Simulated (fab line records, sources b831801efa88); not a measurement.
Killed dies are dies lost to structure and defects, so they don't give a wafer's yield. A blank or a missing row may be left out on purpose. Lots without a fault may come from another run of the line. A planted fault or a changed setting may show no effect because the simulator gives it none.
Chamber matching | flow sfq_line | SFQ_TRILAYER_L0_VIA_ETCH_VIA_ETCH_016 on rie_diel-03: 4 sister chambers
The step etches SiO2 in CHF3, stops on MoNx KI, target depth 80 nm. 4 wafers are shown with their chamber, then 6 later ones without.

WAFERS WITH THEIR CHAMBER
wafer  | chamber | drypump_motor_current_A (A)
L489.4 | 0       | 5.7
L489.6 | 2       | 5.7
L491.3 | 3       | 4.7
L491.6 | 1       | 6.6

WAFERS WITHOUT THEIR CHAMBER
wafer  | drypump_motor_current_A (A)
L495.1 | 5.7
L495.2 | 4.8
L495.3 | 5.7
L502.1 | 5.8
L502.2 | 4.8
L502.3 | 5.7

WHICH CHAMBER EACH WENT THROUGH
wafer  | from the rows above     | in truth
L495.1 | can't be placed: 0 or 2 | 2
L495.2 | 3                       | 3
L495.3 | can't be placed: 0 or 2 | 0
L502.1 | can't be placed: 0 or 2 | 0
L502.2 | 3                       | 3
L502.3 | can't be placed: 0 or 2 | 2
Placed correctly: 2 of 6. Can't be placed from these rows: 4 (the true chamber is among the candidates in 4). Placed wrongly: 0.
How it was worked out, from the rows above alone: a wafer's distance from a chamber is the root of the sum, over the readings, of the square of ((its reading less the chamber's mean) divided by the reading's scatter). The wafer belongs to the nearest chamber; if the next one is less than 2 further off, it can't be placed. A chamber's mean is the mean of its shown wafers. The scatter: with one shown wafer a chamber, the root of the mean of the squares of how far each hidden wafer lies from its nearest shown one.
